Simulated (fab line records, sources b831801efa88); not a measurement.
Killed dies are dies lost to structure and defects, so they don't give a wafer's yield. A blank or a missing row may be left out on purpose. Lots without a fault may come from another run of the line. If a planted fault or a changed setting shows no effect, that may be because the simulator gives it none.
Struck lot and sound lot, side by side / flow sky130 / 16 steps out of a route of 708
Sound: these wafers, L804.2, L804.4, L804.5. Struck: wafers L814.1, L814.2, L814.3. At the end, the cause is stated.
At each step with rows: each side's tool, then ch and its chambers, then its first start. Under that, the readings that differ: sound wafers / struck wafers / difference of the means / sigmas: that difference in standard deviations of wafers without a fault.
alike: same words and numbers on both sides, and readings whose means sit less than 2 such deviations apart. not compared: any withheld reading, any reading some wafer has no value for, any bound like >300 that may hide the same value, and any number with overlapping values for which the record gives no deviation.
The two part at a step that has a row with sigmas, a row that says differs or no value, or rows on one side only. When numbers do not overlap yet have no deviation, they are printed without sigmas and do not part them. A reading missing from all wafers of one side parts the sides only when that side holds two or more wafers.

SKY_NWELL_RS_MEAS_29: uses a four-point probe to measure.
  sound: film_metro-04 at day 7 03:04; struck: film_metro-01 at day 9 16:14
  alike: NWELL_RS
SKY_NWELL_RS_MEAS_31: uses a four-point probe to measure.
  sound: film_metro-04 at day 7 03:18; struck: film_metro-01 at day 9 16:28
  alike: PWDE_RS
then, 7 steps without rows for these wafers: SKY_VT_ADJUST_HVTP_DEHYDRATE_00 (time 60 s); SKY_VT_ADJUST_HVTP_HMDS_01 (prime time 60 s); SKY_VT_ADJUST_HVTP_COAT_02 (resist thk 1140 nm); SKY_VT_ADJUST_HVTP_SOFTBAKE_03 (time 60 s); SKY_VT_ADJUST_HVTP_EXPOSE_04 (exposes mask HVTPM, target cd 380 nm); SKY_VT_ADJUST_HVTP_PEB_05; SKY_VT_ADJUST_HVTP_DEVELOP_06 (develop time 60 s).
SKY_VT_ADJUST_HVTP_CD_MEAS_07: the cd target is 380 nm.
  sound: cd_sem-01 at day 7 22:55; struck: cd_sem-02 at day 10 14:56
  alike: cd_nm
SKY_VT_ADJUST_HVTP_OVL_MEAS_08:
  sound: overlay-01 at day 7 23:01; struck: overlay-01 at day 10 15:03
  alike: VT_ADJUST_HVTP_OVL
SKY_VT_ADJUST_HVTP_IMPLANT_09:
  sound on implanter-04 ch 0, day 7 23:04; struck on implanter-03 ch 0, day 10 15:24
SKY_VT_ADJUST_HVTP_STRIP_10: strips in O2/N2.
  sound on plasma_asher-02 ch 0,1, day 7 23:11; struck on plasma_asher-03 ch 0,1, day 10 15:33
  alike: drypump_motor_current_A, n2_flow_sccm, oes_product_au, strip_time_to_endpoint_s
  not compared: rf_hours_counter_h
SKY_VT_ADJUST_HVTP_TW_MEAS_11:
  sound: film_metro-03 at day 7 23:18; struck: film_metro-03 at day 10 15:39
reading=VT_ADJUST_HVTP_TW; sound=1345 1338 1334; struck=1677 1681 1679; difference=+340; sigmas=+21
then, 1 step without rows for these wafers: SKY_VT_ADJUST_LVTN_DEHYDRATE_00 (time 60 s).
-- the record jumps here: 41 days lie between the struck wafers' starts before and after (it left off in module VT_ADJUST_LVTN and takes up again in module PAD_OPEN, whose first step shown is number 708 of the route) --
SKY_PAD_OPEN_PROBE_99:
  sound: prober-01 at day 47 00:30; struck: prober-01 at day 51 13:52
reading=model.etest.tip_p.rs_ohm_sq; sound=6902 6934 6874; struck=9339 9318 9353; difference=+2433; sigmas=
reading=model.etest.pfet_01v8.r_on_ohm_um; sound=2941 2975 2912; struck=3771 3814 3581; difference=+779; sigmas=
reading=model.etest.pfet_01v8.drive_ua_um; sound=188 189.8 190.7; struck=120 116.8 127.5; difference=-68; sigmas=
reading=model.etest.pfet_01v8_mvt.drive_ua_um; sound=147.9 149 149.2; struck=86.68 86.16 90.52; difference=-60.91; sigmas=
reading=model.etest.pfet_01v8_hvt.drive_ua_um; sound=142.4 139.2 142.3; struck=94.26 92.07 101; difference=-45.52; sigmas=
reading=model.etest.sram_pfet_latch.drive_ua_um; sound=136.6 146.8 143.6; struck=90 90.12 99.68; difference=-49; sigmas=
reading=model.etest.ring_1v8.delay_ps; sound=21.64 21.54 21.1; struck=29.46 30.12 27.01; difference=+7.44; sigmas=
  alike: killed_at_M0_to_M3, killed_at_M4_up, killed_at_contacts, killed_at_front_end, killed_at_other, killed_dies, killed_open, killed_short
  not compared: model.etest.tip_p.rs_ohm_sq_range

== WHERE THEY PART ==
At SKY_VT_ADJUST_HVTP_TW_MEAS_11 and nowhere else, as far as this record goes. Later steps at which nothing parts them and some readings are alike: SKY_PAD_OPEN_PROBE_99.

WHY: what had been put in by the simulator
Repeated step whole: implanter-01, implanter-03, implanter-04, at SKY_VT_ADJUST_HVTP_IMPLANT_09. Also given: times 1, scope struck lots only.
